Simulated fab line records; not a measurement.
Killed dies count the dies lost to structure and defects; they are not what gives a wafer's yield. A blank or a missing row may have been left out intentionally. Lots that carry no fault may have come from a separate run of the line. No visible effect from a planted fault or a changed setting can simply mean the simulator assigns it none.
Struck lot and sound lot, side by side    flow sky130    18 steps out of a route of 708
Sound: the wafers L433.2, L433.3, L433.6. Struck: wafer L439.1. (L439.2, L439.3 of the same lot were not struck and are left out.) The cause comes at the end.
Per side, at each step with rows, come the tool, then ch with its chambers, and then its first start. Under that, the readings that differ: sound wafers    struck wafers    difference of the means    sigmas: that difference in standard deviations of wafers without a fault.
alike: same words and numbers on both sides, and readings whose means sit less than 2 such deviations apart. not compared: any withheld reading, any reading some wafer has no value for, any bound like >300 that may hide the same value, and any number with overlapping values for which the record gives no deviation.
The two part at a step that has a row with sigmas, a row that says differs or no value, or rows on one side only. Non-overlapping numbers with no deviation appear without sigmas and do not part them. A reading missing from all wafers of one side parts the sides only when that side holds two or more wafers.

first, 1 step without rows for these wafers: SKY_FIELD_ISO_DEVELOP_12 (develop time 60 s).
SKY_FIELD_ISO_CD_MEAS_13: the cd target is 150 nm.
  sound: cd-sem-02 at day 3 06:32; struck: cd-sem-01 at day 4 13:15
reading     sound              struck  difference  sigmas
cd-nm (nm)  150.0 149.9 148.5  146.4   -3.1        -2
SKY_FIELD_ISO_ETCH_14: etches BARC in N2/H2, stops on SiO2, time 45.9 s, target depth 60 nm.
  sound on rie-diel-02 ch 2,3, day 3 06:38; struck on rie-diel-03 ch 1, day 4 13:22
  alike: drypump-motor-current-A, oes-product-au, throttle-valve-pct
  not compared: rf-hours-counter-h
SKY_FIELD_ISO_ETCH_15: etches the open film in CHF3/O2, stops on Si, target depth 180 nm, time 72 s.
  sound on rie-diel-02 ch 2,3, day 3 06:40; struck on rie-diel-03 ch 1, day 4 13:25
  alike: drypump-motor-current-A, oes-product-au, throttle-valve-pct
  not compared: rf-hours-counter-h
SKY_FIELD_ISO_STRIP_16: strips in O2/N2.
  sound on plasma-asher-03 ch 0,1, day 3 06:43; struck on plasma-asher-01 ch 0, day 4 13:28
  alike: drypump-motor-current-A, oes-product-au, strip-time-to-endpoint-s
  not compared: rf-hours-counter-h
SKY_FIELD_ISO_ETCH_17: etches Si in HBr/Cl2/O2, target depth 342 nm, time 97.7 s.
  sound on rie-si-02 ch 1,2, day 3 06:49; struck on rie-si-02 ch 1, day 4 13:34
reading                 sound                 struck  difference  sigmas
throttle-valve-pct (%)  25.658 25.641 25.628  25.676  +0.034      +3
  alike: drypump-motor-current-A, mfc-cl2-sccm, oes-product-au
  not compared: rf-hours-counter-h
then, 5 steps without rows for these wafers: SKY_FIELD_ISO_WET_ETCH_18 (etches Si3N4 in H3PO4, target depth 25 nm, time 286 s); SKY_FIELD_ISO_CLEAN_19 (cleans in SC1/SC2, time 143.6 s); SKY_FIELD_ISO_CLEAN_20 (cleans in dHF, time 20 s); SKY_FIELD_ISO_WET_ETCH_21 (etches SiO2 in dHF, target depth 20 nm, time 400 s); SKY_FIELD_ISO_OXIDATION_22 (stabilise 600 s, purge 300 s, target thk 10 nm).
SKY_FIELD_ISO_THK_MEAS_23:
  sound: film-metro-03 at day 3 08:21; struck: film-metro-03 at day 4 15:49
  alike: FIELD_ISO_OXIDATION_01_THK
SKY_FIELD_ISO_CVD_24: deposits SiO2, target thk 595 nm, time 99.2 s.
  sound on hdpcvd-01 ch 1, day 3 08:24; struck on hdpcvd-01 ch 2, day 4 15:52
reading                                     sound              struck  difference  sigmas
model.SiO2_of_FIELD_ISO_CVD_24.thk-nm (nm)  592.3 595.3 590.8  779.7   +186.9      
  alike: sih4-flow-sccm
SKY_FIELD_ISO_THK_MEAS_25:
  sound: film-metro-04 at day 3 08:31; struck: film-metro-02 at day 4 15:56
reading                    sound        struck  difference  sigmas
FIELD_ISO_CVD_24_THK (nm)  592 595 591  780     +187        +30
then, 1 step without rows for these wafers: SKY_FIELD_ISO_ANNEAL_26 (time 1800 s).
SKY_FIELD_ISO_CMP_27: polishes, stops on Si3N4, t overpolish 16 s, target thk 457.8 nm.
  sound on cmp-02 ch 0,2,3, day 3 11:14; struck on cmp-02 ch 2, day 4 18:36
reading                 sound        struck  difference  sigmas
time-to-endpoint-s (s)  114 113 111  150     +37         +8
  alike: motor-current-A
then, 1 step without rows for these wafers: SKY_FIELD_ISO_WET_ETCH_28 (etches SiO2 in dHF, target depth 23.7 nm, time 47 s).
-- a jump in the record: the struck wafers' starts before and after are 44 days apart (it breaks off in module FIELD_ISO and resumes in module PAD_OPEN, where the first step shown is number 708 of the route) --
SKY_PAD_OPEN_PROBE_99:
  sound: prober-01 at day 47 10:31; struck: prober-01 at day 48 10:33
reading              sound     struck  difference  sigmas
killed-at-front-end  21 25 25  14      -10         -2
  alike: killed_at_M0_to_M3, killed_at_M4_up, killed-at-contacts, killed-at-other, killed-dies, killed-on-rim, killed-open, killed-short

== WHERE THEY PART ==
Earliest at SKY_FIELD_ISO_CD_MEAS_13; latest, in this record, at SKY_PAD_OPEN_PROBE_99.

WHY: whatever the simulator had introduced
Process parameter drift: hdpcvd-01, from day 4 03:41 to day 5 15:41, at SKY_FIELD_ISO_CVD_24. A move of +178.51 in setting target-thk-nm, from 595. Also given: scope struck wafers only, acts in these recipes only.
